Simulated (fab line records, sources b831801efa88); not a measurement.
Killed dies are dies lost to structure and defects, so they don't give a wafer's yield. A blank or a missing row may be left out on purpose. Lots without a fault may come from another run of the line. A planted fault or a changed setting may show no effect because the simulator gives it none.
Which tool did it? | flow gf180mcu | 12 lots, 35 wafers sampled, at 2 steps of a route of 602

WHAT THE GAUGES READ, wafer by wafer
GF_V1_THK_MEAS_03.
lot  | measured     | on            | V1_CVD_02_THK (nm)
L233 | day 16 22:35 | film_metro-02 | 838 857 861
L235 | day 17 19:59 | film_metro-02 | 863 870 879
L236 | day 18 09:22 | film_metro-02 | 846 847 853
L237 | day 18 14:05 | film_metro-03 | 852 832 857
L239 | day 19 10:41 | film_metro-04 | 835 847 849
L246 | day 22 14:52 | film_metro-02 | 674 650
L248 | day 22 20:56 | film_metro-03 | 832 841 843
L249 | day 23 02:47 | film_metro-02 | 831 855 850
L250 | day 23 09:20 | film_metro-04 | 840 858 849
L252 | day 24 01:23 | film_metro-02 | 838 876 845
L255 | day 25 03:05 | film_metro-03 | 856 859 875
L256 | day 25 07:16 | film_metro-02 | 864 853 879

WHICH TOOL RAN EACH LOT (tool, then ch and the chambers of the sampled wafers, then the start)
lot  | GF_V1_CVD_02
L233 | pecvd-03 ch 0,1,2, day 16 22:30
L235 | pecvd-04 ch 0,1,2, day 17 19:55
L236 | pecvd-04 ch 0,1,2, day 18 09:18
L237 | pecvd-02 ch 0,1,2, day 18 14:00
L239 | pecvd-04 ch 0,2, day 19 10:36
L246 | pecvd-03 ch 1,2, day 22 14:47
L248 | pecvd-04 ch 0,1, day 22 20:52
L249 | pecvd-04 ch 0,1,2, day 23 02:43
L250 | pecvd-04 ch 0,1,2, day 23 09:15
L252 | pecvd-02 ch 0,1,2, day 24 01:19
L255 | pecvd-03 ch 0,1, day 25 03:01
L256 | pecvd-02 ch 1,2, day 25 07:10
- GF_V1_CVD_02: deposits SiO2 from TEOS, target thk 850 nm, time 94.851 s.

WHAT THE TOOLS THEMSELVES READ (means of the sampled wafers that have a number; where no wafer has one, the mark that the record gives instead)
GF_V1_CVD_02.
lot  | tool     | heater_power_w (W) | rf_fwd_power_W (W) | run_length_s (s)
L233 | pecvd-03 | 621                | 597.4              | 123.0
L235 | pecvd-04 | 642                | 594.5              | 122.8
L236 | pecvd-04 | 636                | 597.1              | 122.9
L237 | pecvd-02 | 633                | 594.2              | 123.1
L239 | pecvd-04 | 531                | 595.2              | 122.5
L246 | pecvd-03 | 666                | -                  | 102.2
L248 | pecvd-04 | 734                | 594.7              | 123.2
L249 | pecvd-04 | 594                | 595.8              | 122.6
L250 | pecvd-04 | 664                | 596.2              | 122.8
L252 | pecvd-02 | 639                | 596.1              | 122.7
L255 | pecvd-03 | 626                | 598.8              | 123.1
L256 | pecvd-02 | 561                | 595.6              | 122.6

THE ANSWER, worked out from the rows above alone
Rule: what is usual is taken from the lots themselves. Put in order of their means at a reading, lots are off if they are a third of the lots or fewer, leave a main group of 4 or more, and stand apart from it by a gap of 3 or more times the standard deviation of the main group's means; of several such gaps the widest counts. A main group whose means are all the same, to the digits that the tables above print for the reading, isn't used. A lot without any number at a reading at which 4 lots or more have one is off too. The other lots that the step has rows for count as sound. The gauges are gone through in route order, then the tools' own readings, and for those a lot's mean is taken as printed above. The first step at which some lot is off is used, and at that step the reading that is off furthest; a lot without a number counts as furthest.
Off: L246, at GF_V1_THK_MEAS_03 (V1_CVD_02_THK). The main group: mean 852 nm, standard deviation 9.5.
A tool fits if, at a process step before that reading, it ran every lot that is off, and no sound lot after the first of them. The gauges at GF_V1_THK_MEAS_03 aren't tried: what is off there is off at GF_V1_CVD_02 too, on other tools, and a gauge's error can't cause that. None of those tried fits.

WHAT THE SIMULATOR HAD PUT IN
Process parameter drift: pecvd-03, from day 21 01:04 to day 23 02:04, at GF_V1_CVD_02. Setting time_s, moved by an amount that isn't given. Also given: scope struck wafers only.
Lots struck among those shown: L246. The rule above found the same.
